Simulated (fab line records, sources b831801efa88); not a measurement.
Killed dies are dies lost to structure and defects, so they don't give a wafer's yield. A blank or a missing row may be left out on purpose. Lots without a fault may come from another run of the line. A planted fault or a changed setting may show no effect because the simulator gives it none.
Which tool did it? | flow gf180mcu | 6 lots, 18 wafers sampled, at 2 steps of a route of 602

WHAT THE GAUGES READ, wafer by wafer
GF_HV_LDD_CD_MEAS_46: target cd 400 nm.
lot  | measured     | on        | cd_nm (nm)
L337 | day 12 10:28 | cd_sem-01 | 400.5 399.4 399.8
L345 | day 15 07:07 | cd_sem-01 | 399.4 396.8 397.8
L347 | day 16 20:22 | cd_sem-02 | 387.1 385.9 385.5
L348 | day 17 00:48 | cd_sem-02 | 387.8 384.7 385.4
L355 | day 19 03:47 | cd_sem-01 | 400.2 399.2 400.3
L359 | day 20 01:22 | cd_sem-02 | 398.1 399.2 398.5

WHICH TOOL RAN EACH LOT (tool, then ch and the chambers of the sampled wafers, then the start)
lot  | GF_HV_LDD_COAT_41
L337 | litho_track-04 ch 0, day 12 00:49
L345 | litho_track-02 ch 0, day 14 20:50
L347 | litho_track-02 ch 0, day 16 09:08
L348 | litho_track-02 ch 0, day 16 13:01
L355 | litho_track-04 ch 0, day 18 15:43
L359 | litho_track-01 ch 0, day 19 12:58
- GF_HV_LDD_COAT_41: resist thk 1000 nm.

THE ANSWER, worked out from the rows above alone
Rule: what is usual is taken from the lots themselves. Put in order of their means at a reading, lots are off if they are a third of the lots or fewer, leave a main group of 4 or more, and stand apart from it by a gap of 3 or more times the standard deviation of the main group's means; of several such gaps the widest counts. A main group whose means are all the same, to the digits that the tables above print for the reading, isn't used. A lot without any number at a reading at which 4 lots or more have one is off too. The other lots that the step has rows for count as sound.
Off: L347, L348, at GF_HV_LDD_CD_MEAS_46 (cd_nm). The main group: mean 399.1 nm, standard deviation 0.83.
A tool fits if, at a process step before that reading, it ran every lot that is off, and no sound lot after the first of them. The gauges at GF_HV_LDD_CD_MEAS_46 are tried like those tools. One fits: litho_track-02 at GF_HV_LDD_COAT_41. Its last sound lot is L345 (day 14 20:50), its first lot that is off L347 (day 16 09:08): a fault that began between those two fits.

WHAT THE SIMULATOR HAD PUT IN
Process parameter drift: litho_track-02, from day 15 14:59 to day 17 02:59, at GF_HV_LDD_COAT_41. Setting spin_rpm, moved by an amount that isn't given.
Lots struck among those shown: L347, L348. The rule above found the same.
